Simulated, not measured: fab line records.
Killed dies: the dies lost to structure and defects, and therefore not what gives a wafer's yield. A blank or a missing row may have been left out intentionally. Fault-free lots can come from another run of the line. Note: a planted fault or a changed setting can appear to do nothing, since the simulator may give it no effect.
Chamber matching || flow sky130 || 4 sister chambers for SKY_VIA2_ETCH_14 on rie_diel-04
The step etches BARC in N2/H2, stops on SiO2, time 45.9 s, target depth 60 nm. 8 wafers are shown with their chamber, then 11 later ones without.

WAFERS PAIRED WITH THEIR CHAMBERS
{"wafer": "L078.5", "chamber": 0, "drypump_motor_current_A (A)": 5.68, "throttle_valve_pct (%)": 13.223}
{"wafer": "L082.5", "chamber": 2, "drypump_motor_current_A (A)": 5.85, "throttle_valve_pct (%)": 13.238}
{"wafer": "L083.4", "chamber": 1, "drypump_motor_current_A (A)": 5.51, "throttle_valve_pct (%)": 13.238}
{"wafer": "L083.5", "chamber": 0, "drypump_motor_current_A (A)": 5.67, "throttle_valve_pct (%)": 13.230}
{"wafer": "L090.1", "chamber": 2, "drypump_motor_current_A (A)": 5.84, "throttle_valve_pct (%)": 13.224}
{"wafer": "L090.3", "chamber": 3, "drypump_motor_current_A (A)": 5.99, "throttle_valve_pct (%)": 13.235}
{"wafer": "L090.4", "chamber": 3, "drypump_motor_current_A (A)": 5.99, "throttle_valve_pct (%)": 13.234}
{"wafer": "L092.2", "chamber": 1, "drypump_motor_current_A (A)": 5.52, "throttle_valve_pct (%)": 13.227}

WAFERS WHOSE CHAMBER IS MISSING
{"wafer": "L092.3", "drypump_motor_current_A (A)": 5.81, "throttle_valve_pct (%)": 13.213}
{"wafer": "L092.5", "drypump_motor_current_A (A)": 5.98, "throttle_valve_pct (%)": 13.220}
{"wafer": "L091.1", "drypump_motor_current_A (A)": 5.99, "throttle_valve_pct (%)": 13.237}
{"wafer": "L091.5", "drypump_motor_current_A (A)": 5.52, "throttle_valve_pct (%)": 13.235}
{"wafer": "L091.6", "drypump_motor_current_A (A)": 5.87, "throttle_valve_pct (%)": 13.224}
{"wafer": "L094.2", "drypump_motor_current_A (A)": 5.55, "throttle_valve_pct (%)": 13.220}
{"wafer": "L094.4", "drypump_motor_current_A (A)": 5.96, "throttle_valve_pct (%)": 13.227}
{"wafer": "L094.6", "drypump_motor_current_A (A)": 5.98, "throttle_valve_pct (%)": 13.243}
{"wafer": "L096.2", "drypump_motor_current_A (A)": 5.53, "throttle_valve_pct (%)": 13.211}
{"wafer": "L096.4", "drypump_motor_current_A (A)": 5.79, "throttle_valve_pct (%)": 13.217}
{"wafer": "L096.5", "drypump_motor_current_A (A)": 5.96, "throttle_valve_pct (%)": 13.222}

THE CHAMBER EACH PASSED THROUGH
{"wafer": "L092.3", "from the rows above": 2, "in truth": 2}
{"wafer": "L092.5", "from the rows above": 3, "in truth": 3}
{"wafer": "L091.1", "from the rows above": 3, "in truth": 3}
{"wafer": "L091.5", "from the rows above": 1, "in truth": 1}
{"wafer": "L091.6", "from the rows above": 2, "in truth": 2}
{"wafer": "L094.2", "from the rows above": 1, "in truth": 1}
{"wafer": "L094.4", "from the rows above": 3, "in truth": 3}
{"wafer": "L094.6", "from the rows above": 3, "in truth": 3}
{"wafer": "L096.2", "from the rows above": 1, "in truth": 1}
{"wafer": "L096.4", "from the rows above": 2, "in truth": 2}
{"wafer": "L096.5", "from the rows above": 3, "in truth": 3}
Correctly placed: 11 of 11. Can't be placed from these rows: 0. Number placed wrongly: 0.
How it was worked out, from the rows above alone: a wafer's distance from a chamber is the root of the sum, over the readings, of the square of ((its reading less the chamber's mean) divided by the reading's scatter). If the next closest chamber is less than 2 further off than the closest, the wafer can't be placed; otherwise it belongs to the closest. For every chamber, the mean is computed from those of its wafers that are shown. How the scatter is found: for the shown wafers, subtract from each reading the mean of its chamber, square and add these, divide the total by (wafers less chambers), then take the root.
